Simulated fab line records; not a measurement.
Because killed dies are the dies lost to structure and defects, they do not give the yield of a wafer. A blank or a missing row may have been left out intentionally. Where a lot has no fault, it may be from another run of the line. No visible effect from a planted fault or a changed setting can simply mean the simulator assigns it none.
The tool behind it: which one?    flow sky130    24 lots, 72 wafers sampled, at 6 steps of a route of 708

== WHAT THE GAUGES SHOWED, per wafer ==
SKY_VT_ADJUST_LVTN_OVL_MEAS_18. Usual: for VT_ADJUST_LVTN_01_OVL the level is 0.1 nm and the standard deviation is 1.6.
lot   measured      on          VT_ADJUST_LVTN_01_OVL (nm)  flag
L074  day 7 13:02   overlay-02  1.0 2.3 -0.8                
L075  day 7 22:49   overlay-02  3.4 3.0 1.5                 
L076  day 8 05:22   overlay-02  0.9 0.2 2.1                 
L077  day 8 12:20   overlay-02  1.6 1.2 2.1                 
L078  day 8 19:38   overlay-02  0.8 -1.9 -3.2               
L079  day 8 23:55   overlay-02  -0.4 0.2 0.4                
L080  day 9 11:19   overlay-02  1.6 1.0 1.0                 
L081  day 9 14:43   overlay-01  0.6 0.3 1.0                 
L082  day 10 02:17  overlay-02  2.3 -0.5 0.7                
L083  day 10 10:37  overlay-01  -1.3 -0.2 -1.7              
L084  day 10 12:37  overlay-02  0.1 1.5 1.0                 
L085  day 10 22:46  overlay-01  2.4 1.8 -0.2                
L086  day 11 02:23  overlay-01  1.4 -1.2 -1.3               
L087  day 11 12:41  overlay-01  -2.9 -1.6 -2.1              
L088  day 11 22:47  overlay-02  1.5 1.5 0.6                 
L089  day 12 00:37  overlay-01  -0.9 -2.6 -3.0              
L090  day 12 07:59  overlay-02  0.1 -1.4 -1.5               
L091  day 12 12:25  overlay-01  -1.7 0.6 -0.9               
L092  day 12 17:52  overlay-01  0.5 1.3 0.9                 
L093  day 13 03:11  overlay-02  -1.0 1.0 -0.4               
L094  day 13 09:25  overlay-01  -1.9 -3.4 -4.5              
L095  day 13 16:10  overlay-02  -2.4 1.3 -1.5               
L096  day 13 20:34  overlay-02  -0.9 2.9 -0.4               
L097  day 14 04:58  overlay-01  1.5 0.2 0.7                 

SKY_VT_ADJUST_HVTR_TW_MEAS_11. Usual: for VT_ADJUST_HVTR_TW the level is 212.6 and the standard deviation is 2.
lot   measured      on            VT_ADJUST_HVTR_TW  flag
L074  day 9 07:23   filmMetro-04  209.7 211.6 212.1  
L075  day 9 17:59   filmMetro-03  211.4 210.1 210.0  
L076  day 10 01:32  filmMetro-04  212.3 213.0 212.5  
L077  day 10 09:08  filmMetro-04  212.1 213.0 212.9  
L078  day 10 17:11  filmMetro-04  211.6 212.6 212.2  
L079  day 10 22:05  filmMetro-04  213.0 212.2 212.3  
L080  day 11 09:29  filmMetro-02  216.1 215.6 214.2  
L081  day 11 13:32  filmMetro-03  210.8 211.0 209.6  
L082  day 12 02:31  filmMetro-03  212.8 211.6 211.2  
L083  day 12 08:59  filmMetro-03  210.9 211.5 211.9  
L084  day 12 12:50  filmMetro-02  215.9 214.5 215.5  
L085  day 12 22:44  filmMetro-03  213.4 211.6 213.1  
L086  day 13 03:32  filmMetro-02  215.6 217.1 215.3  
L087  day 13 14:40  filmMetro-04  212.2 213.1 212.0  
L088  day 14 00:24  filmMetro-02  213.8 214.5 214.8  
L089  day 14 02:23  filmMetro-04  209.5 208.6 210.4  
L090  day 14 11:32  filmMetro-02  214.5 214.7 214.0  
L091  day 14 15:14  filmMetro-02  214.1 213.5 213.7  
L092  day 14 21:26  filmMetro-02  214.9 213.5 214.6  
L093  day 15 07:39  filmMetro-04  210.9 211.3 210.5  
L094  day 15 14:56  filmMetro-02  215.3 216.4 217.0  
L095  day 15 22:32  filmMetro-03  210.5 210.9 209.1  
L096  day 16 02:47  filmMetro-03  211.1 210.3 210.1  
L097  day 16 11:26  filmMetro-03  210.5 211.0 212.4  

SKY_RES_XHIGH_TW_MEAS_09. Usual: for RES_XHIGH_TW the level is 1631 and the standard deviation is 28.
lot   measured      on            RES_XHIGH_TW    flag
L074  day 26 12:53  filmMetro-01  1599 1593 1586  
L075  day 26 22:46  filmMetro-01  1592 1601 1606  
L076  day 27 03:01  filmMetro-01  1612 1610 1605  
L077  day 27 17:02  filmMetro-02  1672 1673 1657  
L078  day 28 02:14  filmMetro-01  1618 1617 1616  
L079  day 28 05:19  filmMetro-02  1643 1651 1660  
L080  day 28 21:22  filmMetro-02  1658 1652 1648  
L081  day 29 05:31  filmMetro-01  1604 1595 1600  
L082  day 29 11:29  filmMetro-03  1610 1609 1611  
L083  day 29 20:16  filmMetro-03  1612 1609 1620  
L084  day 30 04:19  filmMetro-03  1620 1599 1607  
L085  day 30 13:22  filmMetro-02  1666 1671 1662  
L086  day 30 22:02  filmMetro-02  1662 1661 1660  
L087  day 31 11:38  filmMetro-01  1611 1611 1611  
L088  day 31 19:56  filmMetro-02  1661 1674 1668  
L089  day 31 17:34  filmMetro-02  1655 1667 1663  
L090  day 32 15:10  filmMetro-01  1607 1614 1616  
L091  day 32 13:22  filmMetro-01  1620 1617 1608  
L092  day 32 14:52  filmMetro-03  1619 1604 1605  
L093  day 32 22:47  filmMetro-02  1674 1673 1676  
L094  day 33 05:56  filmMetro-01  1617 1605 1613  
L095  day 33 15:52  filmMetro-03  1624 1625 1622  
L096  day 33 19:04  filmMetro-02  1688 1673 1686  
L097  day 34 02:55  filmMetro-03  1615 1604 1611  

SKY_VIA1_OVL_MEAS_13. Usual: for VIA1_OVL the level is -1 nm and the standard deviation is 4.6.
lot   measured      on          VIA1_OVL (nm)  flag
L074  day 33 17:45  overlay-01  -6 -4 -5       
L075  day 34 02:59  overlay-01  -5 -1 -5       
L076  day 34 07:21  overlay-01  -4 -7 1        
L077  day 34 20:54  overlay-01  3 6 7          
L078  day 35 05:40  overlay-01  -5 -4 3        
L079  day 35 06:20  overlay-02  1 -4 -4        
L080  day 35 23:47  overlay-02  -7 -3 -11      
L081  day 36 06:59  overlay-01  2 -2 -3        
L082  day 36 11:58  overlay-02  -1 -8 -5       
L083  day 36 21:26  overlay-02  2 -1 1         
L084  day 37 04:24  overlay-02  -4 0 -2        
L085  day 37 12:32  overlay-02  -1 1 -10       
L086  day 37 23:03  overlay-01  7 4 1          
L087  day 38 11:13  overlay-01  0 0 6          
L088  day 38 17:46  overlay-02  1 -4 -7        
L089  day 38 15:08  overlay-01  -9 -8 1        
L090  day 39 14:00  overlay-02  0 -7 2         
L091  day 39 10:17  overlay-02  -3 -1 -4       
L092  day 39 13:20  overlay-02  -4 4 3         
L093  day 39 19:37  overlay-02  -5 -6 -2       
L094  day 40 02:21  overlay-01  -3 0 -4        
L095  day 40 11:27  overlay-02  -3 -5 1        
L096  day 40 14:39  overlay-01  5 -7 -4        
L097  day 40 21:11  overlay-02  10 6 -1        

== WHAT TOOL EACH LOT RAN ON (gives the tool, then ch and the chambers of the sampled wafers, and finally the start) ==
lot   SKY_POLY_CUT_ETCH_10               SKY_LOCAL_INTERCONNECT_STRIP_15
L074  rieDiel-03 ch 0,2,3, day 24 01:20  plasmaAsher-03 ch 0,1, day 30 03:45
L075  rieDiel-03 ch 2,3, day 24 12:38    plasmaAsher-01 ch 1, day 30 13:44
L076  rieDiel-02 ch 0,2,3, day 24 16:32  plasmaAsher-03 ch 0,1, day 30 17:36
L077  rieDiel-02 ch 0,1,2, day 25 07:08  plasmaAsher-03 ch 0,1, day 31 07:35
L078  rieDiel-02 ch 1,3, day 25 16:17    plasmaAsher-03 ch 1, day 31 17:17
L079  rieDiel-03 ch 2,3, day 25 19:44    plasmaAsher-03 ch 0,1, day 31 18:32
L080  rieDiel-03 ch 1,2, day 26 13:32    plasmaAsher-03 ch 0,1, day 32 11:02
L081  rieDiel-03 ch 0,2,3, day 26 19:59  plasmaAsher-01 ch 0,1, day 32 18:50
L082  rieDiel-02 ch 1,2, day 27 03:44    plasmaAsher-03 ch 0,1, day 33 00:59
L083  rieDiel-02 ch 1,2,3, day 27 11:18  plasmaAsher-01 ch 0,1, day 33 09:05
L084  rieDiel-02 ch 0,1,2, day 27 19:53  plasmaAsher-02 ch 0,1, day 33 16:53
L085  rieDiel-03 ch 0,2, day 28 04:35    plasmaAsher-01 ch 0,1, day 34 01:29
L086  rieDiel-02 ch 0,1,3, day 28 14:14  plasmaAsher-01 ch 0,1, day 34 12:17
L087  rieDiel-02 ch 0,1,3, day 29 03:44  plasmaAsher-03 ch 0,1, day 34 23:26
L088  rieDiel-03 ch 1,2, day 29 11:59    plasmaAsher-01 ch 0,1, day 35 06:11
L089  rieDiel-02 ch 0,2,3, day 29 09:56  plasmaAsher-01 ch 1, day 35 04:40
L090  rieDiel-02 ch 1,2,3, day 30 07:14  plasmaAsher-03 ch 0, day 36 02:52
L091  rieDiel-02 ch 0,1, day 30 06:02    plasmaAsher-01 ch 0,1, day 36 00:28
L092  rieDiel-01 ch 0,1, day 30 06:53    plasmaAsher-01 ch 0,1, day 36 02:06
L093  rieDiel-02 ch 0,1, day 30 15:53    plasmaAsher-03 ch 0,1, day 36 09:34
L094  rieDiel-03 ch 0,1,2, day 30 23:08  plasmaAsher-01 ch 0,1, day 36 16:03
L095  rieDiel-02 ch 0,1, day 31 09:38    plasmaAsher-02 ch 0,1, day 37 02:26
L096  rieDiel-01 ch 0,1,2, day 31 13:17  plasmaAsher-02 ch 0,1, day 37 05:21
L097  rieDiel-03 ch 0,1,2, day 31 20:47  plasmaAsher-02 ch 0,1, day 37 13:15
- SKY_POLY_CUT_ETCH_10: etches BARC in N2/H2, stops on SiO2, time 45.9 s, target depth 60 nm.
- SKY_LOCAL_INTERCONNECT_STRIP_15: strips in O2/N2.

== AS READ BY THE TOOLS THEMSELVES (means over the sampled wafers that have a number; for cases with no such wafer, the mark the record gives instead) ==
SKY_POLY_CUT_ETCH_10. Usual: drypumpMotorCurrentA 5.5 A, standard deviation 0.55; oesProductAu 0.856 a.u., standard deviation 0.0046; throttleValvePct 13.226 %, standard deviation 0.0089.
lot   tool        drypumpMotorCurrentA (A)  oesProductAu (a.u.)  throttleValvePct (%)  flag
L074  rieDiel-03  5.1                       0.853                13.221                
L075  rieDiel-03  5.1                       0.861                13.232                
L076  rieDiel-02  5.6                       0.852                13.221                
L077  rieDiel-02  6.0                       0.853                13.227                
L078  rieDiel-02  5.7                       0.854                13.221                
L079  rieDiel-03  5.1                       0.859                13.227                
L080  rieDiel-03  5.0                       0.857                13.218                
L081  rieDiel-03  5.1                       0.858                13.222                
L082  rieDiel-02  6.2                       0.856                13.227                
L083  rieDiel-02  5.8                       0.849                13.227                
L084  rieDiel-02  5.9                       0.856                13.228                
L085  rieDiel-03  5.0                       0.861                13.223                
L086  rieDiel-02  5.5                       0.857                13.227                
L087  rieDiel-02  5.5                       0.858                13.217                
L088  rieDiel-03  4.9                       0.853                13.222                
L089  rieDiel-02  5.6                       0.853                13.228                
L090  rieDiel-02  5.8                       0.854                13.228                
L091  rieDiel-02  5.8                       0.855                13.229                
L092  rieDiel-01  5.9                       0.855                13.223                
L093  rieDiel-02  5.7                       0.859                13.220                
L094  rieDiel-03  5.0                       0.860                13.231                
L095  rieDiel-02  5.7                       0.853                13.214                
L096  rieDiel-01  5.6                       0.858                13.226                
L097  rieDiel-03  5.0                       0.853                13.224                

SKY_LOCAL_INTERCONNECT_STRIP_15. Usual: drypumpMotorCurrentA 6.25 A, standard deviation 0.18; oesProductAu 0.428 a.u., standard deviation 0.0043; stripTimeToEndpointS 4.702 s, standard deviation 0.016.
lot   tool            drypumpMotorCurrentA (A)  oesProductAu (a.u.)  stripTimeToEndpointS (s)  flag
L074  plasmaAsher-03  6.22                      0.426                4.716                     
L075  plasmaAsher-01  6.36                      0.428                4.709                     
L076  plasmaAsher-03  6.24                      0.428                4.702                     
L077  plasmaAsher-03  6.26                      0.423                4.703                     
L078  plasmaAsher-03  6.30                      0.422                4.690                     
L079  plasmaAsher-03  6.21                      0.428                4.714                     
L080  plasmaAsher-03  6.26                      0.431                4.700                     
L081  plasmaAsher-01  6.25                      0.427                4.696                     
L082  plasmaAsher-03  6.26                      0.428                4.708                     
L083  plasmaAsher-01  6.14                      0.432                4.722                     
L084  plasmaAsher-02  6.50                      0.429                4.701                     
L085  plasmaAsher-01  6.14                      0.430                4.703                     
L086  plasmaAsher-01  6.13                      0.429                4.731                     
L087  plasmaAsher-03  6.25                      0.427                4.710                     
L088  plasmaAsher-01  6.14                      0.430                4.707                     
L089  plasmaAsher-01  6.36                      0.426                4.727                     
L090  plasmaAsher-03  6.21                      0.426                4.699                     
L091  plasmaAsher-01  6.15                      0.428                4.717                     
L092  plasmaAsher-01  6.26                      0.429                4.712                     
L093  plasmaAsher-03  6.23                      0.428                4.697                     
L094  plasmaAsher-01  6.14                      0.427                4.690                     
L095  plasmaAsher-02  6.29                      0.424                4.691                     
L096  plasmaAsher-02  6.49                      0.432                4.694                     
L097  plasmaAsher-02  6.50                      0.429                4.676                     

== THE ANSWER, worked out from the rows above alone ==
Rule: a lot counts as off when the mean over its wafers that have a number is more than 3 standard deviations away from the usual mean. Also off: a lot with no number at a reading for which 4 or more lots have one. The other lots that the step has rows for count as sound. After the gauges, taken in route order, come the tools' own readings; for these a lot's mean is taken, as printed above. The first step at which some lot is off is used, and at that step the reading that is off furthest; a lot without a number counts as furthest.
No lot is off on any of the readings shown, so nothing can be concluded from this.

== WHAT THE SIMULATOR PUT IN ==
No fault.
